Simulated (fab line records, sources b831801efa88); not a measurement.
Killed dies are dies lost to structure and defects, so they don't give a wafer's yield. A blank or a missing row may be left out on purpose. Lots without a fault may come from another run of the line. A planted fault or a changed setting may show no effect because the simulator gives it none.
A struck lot beside a sound one | flow sky130 | 32 steps out of a route of 708
Sound: wafers L434.2, L434.3, L434.6. Struck: wafers L442.1, L442.4, L442.6. The cause comes at the end.
At each step with rows: each side's tool, then ch and its chambers, then its first start. Under that, the readings that differ: sound wafers | struck wafers | difference of the means | sigmas: that difference in standard deviations of wafers without a fault.
alike: readings whose means differ by less than 2 such deviations, and words and numbers that are the same on both sides. not compared: withheld readings, readings that some wafer has no value for, bounds like >300 that may hide the same value, and numbers for which the record gives no deviation and whose values overlap.
The two part at a step that has a row with sigmas, a row that says differs or no value, or rows on one side only. Numbers that don't overlap but have no deviation are shown without sigmas and don't part them. A reading that every wafer of one side lacks parts them only if that side has two wafers or more.

SKY_PWDE_OVL_MEAS_07:
  sound on overlay-01, day 4 14:38; struck on overlay-01, day 6 09:21
  alike: PWDE_OVL
then, 1 step without rows for these wafers: SKY_PWDE_IMPLANT_08.
SKY_PWDE_STRIP_09: strips in O2/N2.
  sound on plasma_asher-04 ch 0,1, day 4 14:49; struck on plasma_asher-04 ch 0,1, day 6 09:32
  alike: drypump_motor_current_A, oes_product_au, strip_time_to_endpoint_s
  not compared: rf_hours_counter_h
SKY_PWDE_TW_MEAS_10:
  sound on film_metro-04, day 4 14:55; struck on film_metro-03, day 6 09:38
  alike: PWDE_TW
then, 7 steps without rows for these wafers: SKY_NWELL_DEHYDRATE_03 (time 60 s); SKY_NWELL_HMDS_04 (prime time 60 s); SKY_NWELL_COAT_05 (resist thk 3000 nm); SKY_NWELL_SOFTBAKE_06; SKY_NWELL_EXPOSE_07 (exposes mask NWM, target cd 840 nm); SKY_NWELL_PEB_08; SKY_NWELL_DEVELOP_09 (develop time 60 s).
SKY_NWELL_OVL_MEAS_10:
  sound on overlay-01, day 5 08:01; struck on overlay-02, day 7 04:54
  alike: NWELL_00_OVL
SKY_NWELL_IMPLANT_11:
  sound on implanter-04 ch 0, day 5 08:04; struck on implanter-03 ch 0, day 7 04:56
  reading            | sound                            | struck                         | difference  | sigmas
  dose_ions_cm2      | 1.8976e+13 1.8989e+13 1.8999e+13 | 1.0904e+13 1.09e+13 1.0898e+13 | -8.0873e+12 | -99 or more
  faraday_current_uA | 105.6 106.4 106.4                | 59.5 62.8 60.8                 | -45.1       | -23
then, 2 steps without rows for these wafers: SKY_NWELL_IMPLANT_12; SKY_NWELL_IMPLANT_13.
SKY_NWELL_STRIP_14: strips in O2/N2.
  sound on plasma_asher-02 ch 1, day 5 08:29; struck on plasma_asher-02 ch 0,1, day 7 05:23
  alike: drypump_motor_current_A, oes_product_au, strip_time_to_endpoint_s
  not compared: rf_hours_counter_h
SKY_NWELL_TW_MEAS_15:
  sound on film_metro-02, day 5 08:36; struck on film_metro-04, day 7 05:29
  reading  | sound          | struck         | difference | sigmas
  NWELL_TW | 1790 1797 1797 | 1541 1534 1538 | -257       | -15
then, 7 steps without rows for these wafers: SKY_NWELL_DEHYDRATE_16 (time 60 s); SKY_NWELL_HMDS_17 (prime time 60 s); SKY_NWELL_COAT_18 (resist thk 3000 nm); SKY_NWELL_SOFTBAKE_19; SKY_NWELL_EXPOSE_20 (exposes mask NWM COMPLEMENT, target cd 840 nm); SKY_NWELL_PEB_21; SKY_NWELL_DEVELOP_22 (develop time 60 s).
SKY_NWELL_OVL_MEAS_23:
  sound on overlay-02, day 6 02:51; struck on overlay-01, day 8 01:42
  alike: NWELL_01_OVL
then, 1 step without rows for these wafers: SKY_NWELL_IMPLANT_24.
SKY_NWELL_STRIP_25: strips in O2/N2.
  sound on plasma_asher-01 ch 0,1, day 6 03:02; struck on plasma_asher-02 ch 0,1, day 8 01:53
  alike: drypump_motor_current_A, oes_product_au, strip_time_to_endpoint_s
  not compared: rf_hours_counter_h
SKY_NWELL_TW_MEAS_26:
  sound on film_metro-03, day 6 03:08; struck on film_metro-04, day 8 01:59
  alike: NWELL_2_TW
then, 1 step without rows for these wafers: SKY_NWELL_CLEAN_27 (cleans in SC1/SC2, time 150 s).
SKY_NWELL_RTA_28: time 30 s.
  sound on rtp_anneal-02 ch 0, day 6 03:16; struck on rtp_anneal-01 ch 0, day 8 02:06
  alike: lamp_power_pct, wafer_temp_C_max
SKY_NWELL_RS_MEAS_29: measures by four-point-probe.
  sound on film_metro-03, day 6 03:22; struck on film_metro-04, day 8 02:12
  reading           | sound             | struck            | difference | sigmas
  NWELL_RS (ohm/sq) | 624.6 626.2 625.0 | 840.8 838.7 838.3 | +214.0     | +99 or more
-- the record jumps here: 41 days lie between the struck wafers' starts before and after (it left off in module NWELL and takes up again in module PAD_OPEN, whose first step shown is number 708 of the route) --
SKY_PAD_OPEN_PROBE_99:
  sound on prober-01, day 46 22:32; struck on prober-01, day 48 17:58
  reading                                 | sound                         | struck                        | difference | sigmas
  model.etest.nfet_16v.r_on_ohm_um        | 1.441e+04 1.429e+04 1.436e+04 | 1.721e+04 1.708e+04 1.725e+04 | +2.827e+03 |
  model.etest.pfet_16v.r_on_ohm_um        | 1.546e+04 1.519e+04 1.55e+04  | 1.41e+04 1.416e+04 1.423e+04  | -1.22e+03  |
  model.etest.res_nwell.line_ohm_um       | 1080 1082 1100                | 1579 1548 1569                | +478       |
  model.etest.res_nwell.rs_ohm_sq         | 925.8 916.2 936               | 1235 1240 1261                | +319       |
  model.etest.tip_p_5v.rs_ohm_sq          | 2837 2831 2844                | 2718 2732 2736                | -109       |
  model.etest.res_iso_pwell.width_nm (nm) | 2624 2634 2635                | 2703 2688 2690                | +63        |
  model.etest.res_nwell.width_nm (nm)     | 847.9 844.4 854.3             | 789 792.4 795.5               | -57        |
  model.etest.pfet_16v.drive_ua_um        | 245.2 251 246.1               | 274.9 273.4 272.2             | +26.1      |
  alike: killed_at_M0_to_M3, killed_at_M4_up, killed_at_contacts, killed_at_front_end, killed_at_other, killed_dies, killed_open, killed_short

WHERE THEY PART
First at SKY_NWELL_IMPLANT_11; last, within this record, at SKY_NWELL_RS_MEAS_29. Later steps at which nothing parts them and some readings are alike: SKY_PAD_OPEN_PROBE_99.

WHY: what the simulator had put in
Process parameter drift: implanter-03, from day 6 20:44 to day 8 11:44, at SKY_NWELL_IMPLANT_11. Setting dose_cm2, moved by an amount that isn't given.
